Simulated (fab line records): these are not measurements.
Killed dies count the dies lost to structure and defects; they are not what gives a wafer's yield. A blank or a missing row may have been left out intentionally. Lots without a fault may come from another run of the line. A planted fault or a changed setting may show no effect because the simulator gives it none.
8D (eight disciplines) problem report, filled in by code ; flow gf180mcu ; the parts of the form that need people (team, actions taken, sign-off) are left out

## 1. THE PROBLEM
Wafers without a fault read 15.000 s, standard deviation 0.0091; overpolish run s at GF_V3_CMP_26 reads a mean of 0.038 s on 2 wafers belonging to 2 lots. That is -99 or more standard deviations from the usual mean.
The step: polishes, stops on SiO2, t overpolish 15 s, target thk 0 nm.
Seen first at day 24 15:16 on cmp-02, wafer L261.3. Wafers with a number at this step in the record: 39, from 13 lots. By rule, "out" or "out of limits" means more than 4 standard deviations away from the usual mean. All remaining wafers that have a number are taken as sound.

## 2. WHAT IT IS, WHAT IT ISN'T
question;is;is not
which readings at this step;overpolish run s, time to endpoint s;motor current A
which lots;L261, L264;L255, L257, L260, L262, L265, L272, L273, L275, L276, L277, L278
which wafers of those lots;L261.3, L264.5;L261.2, L261.4, L264.3, L264.6
read on which tools;cmp-02;cmp-01
when;from day 24 15:16;"up to then (11 sound wafers); but 26 sound wafers of L262, L264, L265, L272, L273, L275, L276, L277, L278 came after"

## 3. THE SUSPECTS, EACH WITH WHAT RULES IT OUT
Counting: a tool at a process step up to the reading stays a suspect if it ran every lot that is out. Sound lots after the first of them don't rule it out here, since some wafers of a struck lot are sound.
- cmp-02 at GF_V3_CMP_26 (polishes, stops on SiO2, t overpolish 15 s, target thk 0 nm): kept. Every lot that is out went through it, the first being L261 (day 24 15:16); the last sound lot it ran before that was L260 (day 24 08:28). Its own overpolish run s, time to endpoint s readings are out on those wafers.
- At GF_V3_CMP_26, inside cmp-02: chamber 2 took the wafers that are out, while their sound lot-mates went through chambers 0, 1, 3.
After counting, what remains is cmp-02 at GF_V3_CMP_26.

## 4. THE CAUSE (what the simulator had put in)
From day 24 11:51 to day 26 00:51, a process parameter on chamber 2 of cmp-02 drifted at GF_V3_CMP_26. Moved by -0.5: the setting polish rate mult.
After counting, this tool was the only one left.

## 5. SEQUENCE OF EFFECTS, ordered by route
Each row: a reading where the mean over the struck wafers with a number is more than 3 standard deviations away from the usual. Readings are gone through only where the record gives a usual standard deviation; hours: the median, over the lots, of the time from a lot's start at the first step in this table giving one to that lot's start at this step; sigmas: the change measured in usual standard deviations.
hours;step;reading;usual;on struck wafers;change;sigmas
0;GF_V3_CMP_26;overpolish run s;15.000 s;0.038;-14.962;-99 or more
0;GF_V3_CMP_26;time to endpoint s;83 s;130;+46;+15
147;GF_PASSIVATION_PROBE_99;defect limited yield;90.1 %;0.0;-90.1;-60
147;GF_PASSIVATION_PROBE_99;killed_at_M0_to_M3;22;467;+445;+87
147;GF_PASSIVATION_PROBE_99;killed dies;49;492;+443;+58
147;GF_PASSIVATION_PROBE_99;killed on rim;10;96;+86;+28
147;GF_PASSIVATION_PROBE_99;sort_bin_3_pad_short;0.5 %;91.3;+90.8;+99 or more
147;GF_PASSIVATION_PROBE_99;sort n pass;443;0;-443;-58
147;GF_PASSIVATION_PROBE_99;sort yield pct;90.1 %;0.0;-90.1;-60
Here are the process steps it includes:
- GF_V3_CMP_26: polishes, stops on SiO2, t overpolish 15 s, target thk 0 nm.
- GF_PASSIVATION_PROBE_99

## 6. WHAT WOULD HAVE CAUGHT IT SOONER
3 hours passed between the start of the fault at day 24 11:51 and the first reading out of limits in this record, taken at day 24 15:16.
